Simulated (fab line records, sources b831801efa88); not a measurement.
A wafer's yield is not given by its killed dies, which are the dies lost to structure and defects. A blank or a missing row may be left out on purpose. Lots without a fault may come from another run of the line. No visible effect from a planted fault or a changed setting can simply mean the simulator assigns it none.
2 desks looking at one fault    flow sky130    each desk holds nothing but its own numbers, with what lay behind them at the end

THE METROLOGY DESK
What the gauges read for every lot (on any tool): the sampled wafers with a number, averaged. Marked OUT: a lot whose mean sits more than 4 standard deviations from the usual mean, which makes it out of limits; the brackets give that distance.
Columns: A = VT_ADJUST_PCH_OVL at SKY_VT_ADJUST_PCH_OVL_MEAS_07, usual 0.3 nm; B = POLY_GATE_OXIDATION_THK at SKY_POLY_GATE_THK_MEAS_21, usual 4.01 nm; C = LDD_N_OVL at SKY_LDD_N_OVL_MEAS_07, usual -1.6 nm
lot   first seen here  A     B     C
L737  day 10 10:16     -1.9  3.95  -0.1
L742  day 12 08:28     -0.5  3.87  -2.0
L745  day 13 02:17     1.0   4.02  -
L746  day 13 05:28     0.1   4.07  -
L750  day 14 16:11     1.0   4.19  -2.0
L751  day 14 22:34     -0.5  3.97  -0.3
L752  day 15 05:55     -0.2  4.01  -1.1
L753  day 15 15:20     0.9   4.05  -2.3
L754  day 16 00:07     0.5   4.00  -0.3
L755  day 16 07:43     0.6   4.12  -2.4
L757  day 16 21:46     1.3   4.05  -3.1
L758  day 17 03:19     -2.0  4.04  -1.4
L759  day 17 08:56     -2.1  3.96  0.1
L760  day 17 20:08     1.8   3.94  -2.9
Finding of this desk: none of the 14 lots has anything out of limits.

FOR THE TOOL OWNER'S DESK: iline_stepper-02
The tool's own readings at SKY_LDD_N_EXPOSE_04 (exposes mask NTM, target cd 840 nm): means of the sampled wafers that have a number, for each lot that ran on this tool. Marked OUT: a lot whose mean sits more than 4 standard deviations from the usual mean, which makes it out of limits; the brackets give that distance.
Columns: A = exposure_dose_mJ_cm2 at SKY_LDD_N_EXPOSE_04, usual 109.99; B = focus_offset_nm at SKY_LDD_N_EXPOSE_04, usual 0.0 nm
lot   first seen here  A       B
L737  day 17 04:01     109.99  0.3
L750  day 22 04:42     110.08  -0.2
L751  day 22 14:27     109.92  0.6
L752  day 23 07:55     109.94  -0.2
L753  day 23 08:31     110.17  0.7
L758  day 24 18:02     110.00  0.4
L760  day 25 11:26     110.03  -0.9
Finding of this desk: none of the 7 lots has anything out of limits.

TAKEN TOGETHER
Nothing out of limits was seen by the metrology desk.
Nothing out of limits was seen by the tool owner's desk.

WHAT THE SIMULATOR PUT IN
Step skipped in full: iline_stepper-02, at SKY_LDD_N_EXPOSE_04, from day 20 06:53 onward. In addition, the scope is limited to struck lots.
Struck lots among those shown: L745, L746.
